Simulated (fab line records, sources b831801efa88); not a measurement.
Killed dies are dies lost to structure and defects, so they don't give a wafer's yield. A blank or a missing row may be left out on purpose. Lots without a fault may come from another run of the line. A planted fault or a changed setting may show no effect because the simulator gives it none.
fab line records | flow sfq_line
record lots=14 wafers=42 last_day=81
route steps=325 shown I3@135 JJ@179 M5@206 R5@215 M7@292
lots that met no fault: from a run of the same line without faults
start_h: hours from the record's first day to the start of the lot's first wafer shown | wait_h: hours since the lot's step before | " the same as in the row above | L1.1+2: a row that stands for several wafers | - no value, or no start given | * or withheld: withheld | < > ~ a bound
route shown NAME@n: a module of which the file shows steps, and the number in the route of the first | usual: mean/standard deviation of fault-free wafers | same: alike in all rows | chamber/n: place in a boat | sites: the reading at each site | _std_site: their standard deviation | _edge_site: outer sites' mean less inner sites' | radius_mm: how far each site lies from the wafer's centre | mask NAME#n: copy n | behind: the tool/chamber that last shaped the wafer | hold: why the lot was held/for how many hours/how that ended | device: the transistor (n, p or np) that didn't switch | end of line: the same wafers' tests at the end of the route | a step without rows: its recipe alone | killed: dies lost to structure and defects at the first sort, not the wafer's yield | map: a wafer's dies, x killed, . not, _ none there
set.NAME: the setting as run; set.NAME@STEP: as run at that earlier step | model.NAME: the simulator's own value behind a step, which no gauge read
steps of the route over a sample of lots; a table a step, a row a wafer
services: from which hour (start_h, from the record's first day; less than 0 if before it) a tool's chamber was out of use, for how many hours, and why
## steps
# step SFQ_I3_BOW_MEAS_922
# recipe mode=bow
# usual I3_BOW=2/8.9
# columns lot.wafer tool chamber start_h wait_h I3_BOW[um]
L554.4 film_metro-03 - 871.23 2.1 4
L554.5 " - " " 4
L554.6 " - " " 19
L555.3 film_metro-03 - 881.43 2.5 -2
L555.4 " - " " -4
L555.5 " - " " -4
L558.3 film_metro-04 - 896.43 2.0 -8
L558.5 " - " " -5
L558.6 " - " " -4
L559.2 film_metro-01 - 911.41 2.5 -1
L559.5 " - " " 1
L559.6 " - " " 3
L561.1 film_metro-03 - 945.83 1.0 -1
L561.3 " - " " -8
L561.6 " - " " -2
L562.2 film_metro-01 - 954.85 1.5 -4
L562.3 " - " " -3
L562.4 " - " " 4
L564.1 film_metro-04 - 960.83 1.0 15
L564.2 " - " " 7
L564.5 " - " " 3
L571.1 film_metro-04 - 1018.72 1.5 8
L571.4 " - " " 5
L571.5 " - " " 22
L572.1 film_metro-03 - 1021.75 1.0 1
L572.2 " - " " 8
L572.4 " - " " -11
L573.2 film_metro-01 - 1031.55 1.5 7
L573.3 " - " " 9
L573.5 " - " " 3
L574.2 film_metro-01 - 1037.55 1.0 -6
L574.3 " - " " -3
L574.5 " - " " 2
L575.3 film_metro-03 - 1168.87 2.5 3
L575.4 " - " " -11
L575.5 " - " " -5
L576.3 film_metro-01 - 1203.92 1.0 6
L576.5 " - " " -8
L576.6 " - " " -18
L577.2 film_metro-04 - 1211.83 2.0 6
L577.3 " - " " -1
L577.6 " - " " 1
# step SFQ_TRILAYER_JJ_TRILAYER_DEP_SPUTTER_109
# recipe material=Nb base_pressure_pa=1.33e-06 chamber_pressure_pa=0.1333 substrate_temp_c=20 target_thk_nm=150 power_w=2000 time_s=100
# usual base_pressure_pa=1.34e-06/8.1e-08 cathode_dc_power_W=2000.0/0.35 throttle_valve_pct=30.1/0.61
# columns lot.wafer tool chamber start_h wait_h base_pressure_pa cathode_dc_power_W throttle_valve_pct
L554.4 pvd_sputter-04 - 1031.70 0.0 1.28e-06 1999.9 29.8
L554.5 " - " " 1.25e-06 2000.2 30.4
L554.6 " - " " 1.54e-06 2000.3 28.5
L555.3 pvd_sputter-05 - 1164.52 0.0 1.26e-06 1999.9 29.9
L555.4 " - " " 1.32e-06 1999.7 30.6
L555.5 " - " " 1.33e-06 1999.9 29.8
L558.3 pvd_sputter-05 - 1172.92 0.0 1.56e-06 1999.9 30.9
L558.5 " - " " 1.41e-06 2000.1 30.1
L558.6 " - " " 1.23e-06 1999.7 30.8
L559.2 pvd_sputter-05 - 1180.12 0.0 1.37e-06 1999.7 29.9
L559.5 " - " " 1.38e-06 2000.2 30.0
L559.6 " - " " 1.38e-06 1999.1 30.2
L561.1 pvd_sputter-03 - 1296.13 0.0 1.32e-06 1999.5 29.7
L561.3 " - " " 1.25e-06 1999.9 30.6
L561.6 " - " " 1.3e-06 2000.0 29.9
L562.2 pvd_sputter-03 - 1302.15 0.0 1.34e-06 1999.9 30.0
L562.3 " - " " 1.39e-06 1580.4 29.7
L562.4 " - " " 1.42e-06 1999.8 30.8
L564.1 pvd_sputter-03 - 1309.35 0.0 1.37e-06 1999.6 30.2
L564.2 " - " " 1.34e-06 2000.0 29.8
L564.5 " - " " 1.45e-06 1580.2 29.5
L571.1 pvd_sputter-04 - 1368.38 0.0 1.27e-06 2000.6 29.8
L571.4 " - " " 1.3e-06 1999.7 30.9
L571.5 " - " " 1.35e-06 2000.4 30.7
L572.1 pvd_sputter-03 - 1373.14 0.0 1.23e-06 2000.1 30.7
L572.2 " - " " 1.39e-06 1999.7 30.0
L572.4 " - " " 1.23e-06 2000.0 29.6
L573.2 pvd_sputter-04 - 1383.96 0.0 1.38e-06 2000.2 28.3
L573.3 " - " " 1.35e-06 2000.2 30.5
L573.5 " - " " 1.38e-06 2000.1 30.3
L574.2 pvd_sputter-05 - 1385.16 0.0 1.31e-06 2000.3 30.1
L574.3 " - " " 1.39e-06 2000.4 31.2
L574.5 " - " " 1.23e-06 2000.4 30.0
L575.3 pvd_sputter-04 - 1422.29 0.0 1.24e-06 2000.0 30.4
L575.4 " - " " 1.1e-06 1999.9 28.7
L575.5 " - " " 1.33e-06 1999.6 29.8
L576.3 pvd_sputter-04 - 1432.01 0.0 1.38e-06 1999.9 28.6
L576.5 " - " " 1.38e-06 2000.2 30.3
L576.6 " - " " 1.37e-06 1999.5 29.8
L577.2 pvd_sputter-03 - 1435.61 0.0 1.42e-06 1999.5 29.9
L577.3 " - " " 1.36e-06 2000.6 30.6
L577.6 " - " " 1.48e-06 2000.1 30.8
# step SFQ_TRILAYER_M5_ETCH_METAL_ETCH_126
# recipe target=Nb stop_on=SiO2 mask_material=PR over_etch_frac=0.15 time_s=203.2 chemistry=Cl2/BCl3 target_depth_nm=265 icp_w=600 bias_w=80 pressure_mtorr=10
# usual chamber_pressure_mTorr=10.000/0.0088 drypump_motor_current_A=5.8/0.32 oes_product_au=0.728/0.0059
# same over_etch_frac=0.15
# columns lot.wafer tool chamber start_h wait_h chamber_pressure_mTorr drypump_motor_current_A oes_product_au rf_hours_counter_h
L554.4 rie_metal-01 0 1167.39 0.1 9.999 5.7 0.724 -
L554.5 " 1 " " 9.995 5.8 0.717 -
L554.6 " 0 " " 10.009 5.7 0.725 -
L555.3 rie_metal-01 1 1192.69 0.1 9.985 5.8 0.734 -
L555.4 " 0 " " 10.002 5.7 0.721 -
L555.5 " 1 " " 9.999 5.8 0.736 -
L558.3 rie_metal-04 0 1196.29 0.1 9.985 5.3 0.726 -
L558.5 " 0 " " 9.993 5.2 0.724 -
L558.6 " 1 " " 10.003 5.8 0.725 -
L559.2 rie_metal-01 0 1197.42 0.0 10.002 5.7 0.728 26
L559.5 " 0 " " 9.999 5.7 0.730 -
L559.6 " 1 " " 9.997 5.8 0.725 -
L561.1 rie_metal-04 0 1304.97 0.0 10.005 5.3 0.731 112
L561.3 " 1 " " 10.005 5.8 0.719 -
L561.6 " 0 " " 9.989 5.2 0.715 -
L562.2 rie_metal-01 1 1311.83 0.0 9.995 5.8 0.727 26
L562.3 " 0 " " 9.994 5.7 0.657 -
L562.4 " 1 " " 10.001 5.8 0.730 -
L564.1 rie_metal-02 1 1322.28 0.0 9.993 6.2 0.734 9
L564.2 " 0 " " 10.001 6.3 0.725 82
L564.5 " 1 " " 9.994 6.2 0.652 -
L571.1 rie_metal-04 1 1508.46 0.0 9.988 5.8 0.739 60
L571.4 " 0 " " 9.991 5.3 0.718 -
L571.5 " 0 " " 10.010 5.3 0.727 -
L572.1 rie_metal-02 1 1509.66 0.0 10.001 6.2 0.732 32
L572.2 " 0 " " 10.012 6.4 0.736 106
L572.4 " 0 " " 9.995 6.4 0.730 -
L573.2 rie_metal-01 0 1510.86 0.0 10.008 5.7 0.731 71
L573.3 " 0 " " 9.999 5.7 0.723 -
L573.5 " 0 " " 10.006 5.7 0.734 -
L574.2 rie_metal-01 1 1519.68 0.0 10.001 5.8 0.731 52
L574.3 " 1 " " 10.006 5.8 0.720 -
L574.5 " 0 " " 10.004 5.7 0.726 -
L575.3 rie_metal-04 0 1635.02 0.1 9.992 5.3 0.719 -
L575.4 " 1 " " 10.003 5.8 0.729 -
L575.5 " 1 " " 9.995 5.8 0.729 -
L576.3 rie_metal-02 1 1644.62 0.1 9.996 6.3 0.728 -
L576.5 " 1 " " 10.003 6.2 0.739 -
L576.6 " 0 " " 9.994 6.4 0.738 -
L577.2 rie_metal-01 1 1646.96 0.0 10.009 5.9 0.728 65
L577.3 " 1 " " 9.987 5.8 0.728 -
L577.6 " 1 " " 10.009 5.8 0.727 -
# step SFQ_R5_RS_MEAS_933
# recipe thk_meas_gauge=four-point-probe reads=Ti_of_TRILAYER_R5_DEP_SPUTTER_134+MoNx_of_TRILAYER_R5_DEP_SPUTTER_133+Ti_of_TRILAYER_R5_DEP_SPUTTER_132
# usual R5_MONX_RS=7.06/0.075
# columns lot.wafer tool chamber start_h wait_h R5_MONX_RS[ohm/sq]
L554.4 film_metro-01 - 1186.26 0.1 6.92
L554.5 " - " " 6.97
L554.6 " - " " 6.96
L555.3 film_metro-04 - 1202.22 0.0 7.16
L555.4 " - " " 7.12
L555.5 " - " " 7.14
L558.3 film_metro-01 - 1211.22 0.0 7.14
L558.5 " - " " 7.14
L558.6 " - " " 7.13
L559.2 film_metro-04 - 1214.20 0.0 7.01
L559.5 " - " " 6.89
L559.6 " - " " 6.99
L561.1 film_metro-01 - 1310.49 0.0 7.12
L561.3 " - " " 7.08
L561.6 " - " " 7.06
L562.2 film_metro-01 - 1317.22 0.0 6.86
L562.3 " - " " 7.04
L562.4 " - " " 7.06
L564.1 film_metro-04 - 1329.57 0.0 7.09
L564.2 " - " " 6.99
L564.5 " - " " 7.13
L571.1 film_metro-01 - 1513.81 0.0 7.01
L571.4 " - " " 7.14
L571.5 " - " " 7.20
L572.1 film_metro-02 - 1515.30 0.0 7.01
L572.2 " - " " 7.01
L572.4 " - " " 7.01
L573.2 film_metro-04 - 1516.83 0.0 7.07
L573.3 " - " " 7.05
L573.5 " - " " 7.08
L574.2 film_metro-04 - 1528.83 0.0 7.07
L574.3 " - " " 7.12
L574.5 " - " " 7.12
L575.3 film_metro-04 - 1640.35 0.0 7.11
L575.4 " - " " 7.09
L575.5 " - " " 7.06
L576.3 film_metro-01 - 1649.95 0.0 7.07
L576.5 " - " " 7.03
L576.6 " - " " 7.06
L577.2 film_metro-01 - 1652.33 0.0 7.00
L577.3 " - " " 7.02
L577.6 " - " " 7.10
# step SFQ_TRILAYER_M7_BARC_OPEN_METAL_ETCH_229
# recipe mask_material=PR chemistry=O2 target_depth_nm=125 target=BARC icp_w=600 bias_w=80 pressure_mtorr=10 time_s=41.7
# usual chamber_pressure_mTorr=10.000/0.0094 drypump_motor_current_A=5.74/0.28 oes_product_au=0.685/0.0043
# columns lot.wafer tool chamber start_h wait_h chamber_pressure_mTorr drypump_motor_current_A oes_product_au rf_hours_counter_h
L554.4 rie_metal-04 0 1552.35 0.0 10.008 5.26 0.686 -
L554.5 " 1 " " 9.988 5.86 0.678 -
L554.6 " 0 " " 10.006 5.25 0.687 -
L555.3 rie_metal-04 0 1648.12 0.0 10.005 5.23 0.685 -
L555.4 " 1 " " 10.006 5.85 0.686 -
L555.5 " 0 " " 9.997 5.25 0.680 -
L558.3 rie_metal-01 1 1657.84 0.0 10.002 5.84 0.684 -
L558.5 " 1 " " 9.998 5.82 0.684 -
L558.6 " 0 " " 9.993 5.71 0.690 -
L559.2 rie_metal-01 0 1660.22 0.0 9.994 5.70 0.690 88
L559.5 " 0 " " 10.006 5.70 0.683 -
L559.6 " 1 " " 10.005 5.80 0.680 -
L561.1 rie_metal-01 0 1662.62 0.0 10.014 5.70 0.688 89
L561.3 " 1 " " 9.997 5.80 0.688 -
L561.6 " 1 " " 9.989 5.84 0.689 -
L562.2 rie_metal-01 0 1686.62 0.0 9.975 5.70 0.684 91
L562.3 " 0 " " 10.010 5.69 0.683 -
L562.4 " 1 " " 10.011 5.81 0.695 -
L564.1 rie_metal-01 0 1689.02 0.0 9.990 5.70 0.683 92
L564.2 " 0 " " 9.993 5.70 0.683 -
L564.5 " 0 " " 10.000 5.70 0.690 -
L571.1 rie_metal-01 0 1839.14 0.0 10.000 5.71 0.682 117
L571.4 " 0 " " 9.994 5.68 0.682 -
L571.5 " 0 " " 9.988 5.69 0.678 -
L572.1 rie_metal-03 1 1840.34 0.0 9.998 6.32 0.682 82
L572.2 " 0 " " 10.016 5.74 0.681 92
L572.4 " 1 " " 9.997 6.31 0.684 -
L573.2 rie_metal-04 1 1843.94 0.0 10.023 5.81 0.677 107
L573.3 " 0 " " 9.986 5.26 0.680 -
L573.5 " 1 " " 10.006 5.82 0.681 -
L574.2 rie_metal-04 1 1848.74 0.0 9.994 5.84 0.686 107
L574.3 " 1 " " 9.992 5.81 0.692 -
L574.5 " 0 " " 9.999 5.26 0.684 -
L575.3 rie_metal-04 1 1855.96 0.0 10.004 5.84 0.685 -
L575.4 " 0 " " 9.995 5.22 0.681 -
L575.5 " 0 " " 10.004 5.22 0.682 -
L576.3 rie_metal-01 1 1860.76 0.0 10.002 5.83 0.691 -
L576.5 " 1 " " 9.989 5.83 0.687 -
L576.6 " 0 " " 10.020 5.70 0.689 -
L577.2 rie_metal-04 0 1861.94 0.0 10.003 5.25 0.681 42
L577.3 " 0 " " 9.989 5.27 0.684 -
L577.6 " 1 " " 9.999 5.81 0.681 -
## services
# columns tool chamber start_h hours kind
pvd_sputter-03 - 1022.15 4.4 repair
pvd_sputter-05 - 1061.17 1.5 repair
rie_metal-04 0 1063.51 11.8 repair
pvd_sputter-04 - 1094.16 7.4 repair
pvd_sputter-03 - 1120.68 31.9 repair
pvd_sputter-04 - 1137.24 7.1 repair
rie_metal-01 0 1154.19 8.4 repair
pvd_sputter-04 - 1173.64 4.1 repair
pvd_sputter-04 - 1301.26 4.8 repair
rie_metal-04 0 1356.73 22.2 repair
pvd_sputter-03 - 1367.87 3.0 repair
rie_metal-01 - 1399.62 1.2 repair
pvd_sputter-04 - 1410.27 3.9 repair
rie_metal-01 1 1433.67 11.6 repair
rie_metal-01 1 1448.75 8.4 repair
rie_metal-04 0 1522.88 26.9 repair
rie_metal-04 - 1526.55 2.8 pm
pvd_sputter-04 - 1576.80 8.2 repair
rie_metal-01 - 1611.24 4.3 pm
rie_metal-04 - 1684.78 4.3 pm
rie_metal-01 1 1688.84 26.0 repair
rie_metal-04 0 1766.39 15.0 repair
rie_metal-04 - 1825.67 1.4 pm
rie_metal-04 - 1845.34 1.2 repair
## key
first_sign step=SFQ_TRILAYER_JJ_TRILAYER_DEP_SPUTTER_109 reading=cathode_dc_power_W direction=down sigmas=99+ usual=2000.0 struck=1580.3
effect step=SFQ_TRILAYER_M5_ETCH_METAL_ETCH_126 reading=oes_product_au direction=down sigmas=12 usual=0.728 struck=0.655
met_at SFQ_TRILAYER_JJ_TRILAYER_DEP_SPUTTER_109
struck_lots L562,L564
struck_wafers L562.3,L564.5
not_acting_at SFQ_I3_BOW_MEAS_922,SFQ_R5_RS_MEAS_933,SFQ_TRILAYER_M7_BARC_OPEN_METAL_ETCH_229
onset_between 1296.13 1302.15
fault kind=process_parameter_drift tool=pvd_sputter-03 chamber=- onset_h=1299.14 steps=SFQ_TRILAYER_JJ_TRILAYER_DEP_SPUTTER_109 channel=power_w offset=-420.13 shape=step end_h=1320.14 acts_in=these_recipes_only stated=2000 scope=struck_wafers_only
